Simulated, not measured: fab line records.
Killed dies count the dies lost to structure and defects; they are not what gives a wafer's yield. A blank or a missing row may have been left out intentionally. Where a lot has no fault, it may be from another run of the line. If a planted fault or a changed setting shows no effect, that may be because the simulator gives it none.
What tool caused it? | flow sky130 | Sampling: 10 lots, 30 wafers, 2 of 708 route steps

## WHAT THE GAUGES SHOWED, per wafer
SKY_FIELD_ISO_CD_MEAS_13: the cd target is 150 nm.
lot  | measured    | on       | cdNm (nm)
L431 | day 2 04:38 | cdSem-02 | 151.5 150.4 151.9
L432 | day 2 12:01 | cdSem-01 | 150.6 149.6 150.0
L433 | day 2 14:36 | cdSem-01 | 150.2 150.8 149.7
L434 | day 2 22:07 | cdSem-01 | 150.1 150.8 151.4
L435 | day 3 01:24 | cdSem-02 | 149.4 149.5 149.2
L441 | day 4 08:32 | cdSem-01 | 152.4 153.1 152.9
L443 | day 4 19:53 | cdSem-02 | 109.6 146.8 123.3
L445 | day 5 05:06 | cdSem-01 | 147.6 144.4 130.7
L449 | day 6 03:29 | cdSem-01 | 152.3 152.4 152.5
L450 | day 6 07:37 | cdSem-01 | 150.6 148.7 148.6

## WHICH TOOL RAN EACH LOT (tool, then ch and the chambers of the sampled wafers, then the start)
lot  | SKY_FIELD_ISO_EXPOSE_10
L431 | krfScanner-02 ch 0, day 1 21:32
L432 | krfScanner-01 ch 0, day 2 04:28
L433 | krfScanner-02 ch 0, day 2 06:54
L434 | krfScanner-02 ch 0, day 2 13:58
L435 | krfScanner-01 ch 0, day 2 18:21
L441 | krfScanner-02 ch 0, day 4 00:49
L443 | krfScanner-01 ch 0, day 4 11:16
L445 | krfScanner-01 ch 0, day 4 21:25
L449 | krfScanner-02 ch 0, day 5 18:46
L450 | krfScanner-02 ch 0, day 5 23:05
- SKY_FIELD_ISO_EXPOSE_10: exposes mask FOM, target cd 150 nm.

## THE ANSWER, worked out from the rows above alone
Rule: the lots themselves supply what counts as usual. Put in order of their means at a reading, lots are off if they are a third of the lots or fewer, leave a main group of 4 or more, and stand apart from it by a gap of 3 or more times the standard deviation of the main group's means; of several such gaps the widest counts. A main group whose means are all the same, to the digits that the tables above print for the reading, isn't used. A lot without any number at a reading at which 4 lots or more have one is off too. Any other lot the step has rows for is counted as sound.
Off: L443, L445, at SKY_FIELD_ISO_CD_MEAS_13 (cdNm). The main group has a mean of 150.8 nm with a standard deviation of 1.2.
A tool fits if, at a process step before that reading, it ran every lot that is off, and no sound lot after the first of them. The gauges at SKY_FIELD_ISO_CD_MEAS_13 are tried like those tools. One candidate fits, namely krfScanner-01 at SKY_FIELD_ISO_EXPOSE_10. Its last sound lot is L435 (day 2 18:21), its first lot that is off L443 (day 4 11:16): a fault that began between those two fits.

## WHAT HAD BEEN PUT IN BY THE SIMULATOR
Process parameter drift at SKY_FIELD_ISO_EXPOSE_10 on krfScanner-01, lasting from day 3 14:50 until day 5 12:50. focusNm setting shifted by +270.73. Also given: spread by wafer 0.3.
Shown lots that were struck: L443, L445. Same finding as the rule above.
